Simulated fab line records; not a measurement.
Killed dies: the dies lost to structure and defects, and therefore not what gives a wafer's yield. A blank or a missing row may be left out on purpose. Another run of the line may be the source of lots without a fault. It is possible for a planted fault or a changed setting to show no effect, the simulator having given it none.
Chamber matching | flow sky130 | 4 sister chambers for SKY_VIA2_CMP_02 on cmp-01
The step polishes SiO2. 4 wafers are shown with their chamber, then 7 later ones without.

== WAFERS, EACH WITH ITS CHAMBER ==
wafer  | chamber | motor_current_A (A)
L935.2 | 1       | 12.4
L935.4 | 0       | 10.7
L945.1 | 2       | 12.8
L945.2 | 3       | 10.9

== WAFERS WITH NO CHAMBER GIVEN ==
wafer  | motor_current_A (A)
L945.4 | 12.3
L949.1 | 11.7
L949.2 | 13.1
L949.3 | 10.7
L951.2 | 10.6
L951.3 | 10.7
L951.6 | 11.7

== THE CHAMBER EACH PASSED THROUGH ==
wafer  | from the rows above               | in truth
L945.4 | can't be placed: 1 or 2           | 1
L949.1 | can't be placed: 1 or 3 or 0 or 2 | 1
L949.2 | can't be placed: 2 or 1           | 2
L949.3 | can't be placed: 0 or 3           | 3
L951.2 | can't be placed: 0 or 3           | 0
L951.3 | can't be placed: 0 or 3           | 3
L951.6 | can't be placed: 1 or 3 or 0 or 2 | 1
Placed correctly: 0 of 7. These rows do not allow placing 7 (true chamber among the candidates in 7). Wrongly placed: 0.
How it was worked out, from the rows above alone: a wafer's distance from a chamber is the root of the sum, over the readings, of the square of ((its reading less the chamber's mean) divided by the reading's scatter). If the next closest chamber is less than 2 further off than the closest, the wafer can't be placed; otherwise it belongs to the closest. Each chamber's mean is taken over the wafers shown for it. The scatter (one wafer shown for each chamber): square how far every hidden wafer sits from the nearest shown wafer, average those squares and take the square root.
